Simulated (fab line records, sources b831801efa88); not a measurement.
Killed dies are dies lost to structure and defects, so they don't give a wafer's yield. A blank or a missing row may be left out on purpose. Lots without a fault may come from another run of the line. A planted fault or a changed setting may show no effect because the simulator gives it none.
Chamber matching | flow gf180mcu | GF_VT_IMPLANT_WET_ETCH_50 on wet_bench-01: 4 sister chambers
The step etches SiO2 in dHF, target depth 20 nm, time 400 s. 4 wafers are shown with their chamber, then 9 later ones without.

WAFERS WITH THEIR CHAMBER
wafer  | chamber | temp_c (C)
L722.5 | 3       | 25.02
L725.5 | 2       | 24.99
L728.4 | 0       | 25.02
L738.4 | 1       | 24.95

WAFERS WITHOUT THEIR CHAMBER
wafer  | temp_c (C)
L739.1 | 25.02
L739.3 | 24.93
L739.5 | 24.87
L741.1 | 24.92
L741.2 | 25.02
L741.6 | 25.06
L742.2 | 25.17
L742.4 | 25.09
L742.5 | 25.04

WHICH CHAMBER EACH WENT THROUGH
wafer  | from the rows above               | in truth
L739.1 | can't be placed: 0 or 3 or 2 or 1 | 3
L739.3 | can't be placed: 1 or 2 or 0 or 3 | 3
L739.5 | can't be placed: 1 or 2 or 0 or 3 | 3
L741.1 | can't be placed: 1 or 2 or 0 or 3 | 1
L741.2 | can't be placed: 0 or 3 or 2 or 1 | 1
L741.6 | can't be placed: 0 or 3 or 2 or 1 | 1
L742.2 | can't be placed: 0 or 3 or 2 or 1 | 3
L742.4 | can't be placed: 0 or 3 or 2 or 1 | 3
L742.5 | can't be placed: 0 or 3 or 2 or 1 | 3
Placed correctly: 0 of 9. Can't be placed from these rows: 9 (the true chamber is among the candidates in 9). Placed wrongly: 0.
How it was worked out, from the rows above alone: a wafer's distance from a chamber is the root of the sum, over the readings, of the square of ((its reading less the chamber's mean) divided by the reading's scatter). The wafer belongs to the nearest chamber; if the next one is less than 2 further off, it can't be placed. A chamber's mean is the mean of its shown wafers. The scatter: with one shown wafer a chamber, the root of the mean of the squares of how far each hidden wafer lies from its nearest shown one.
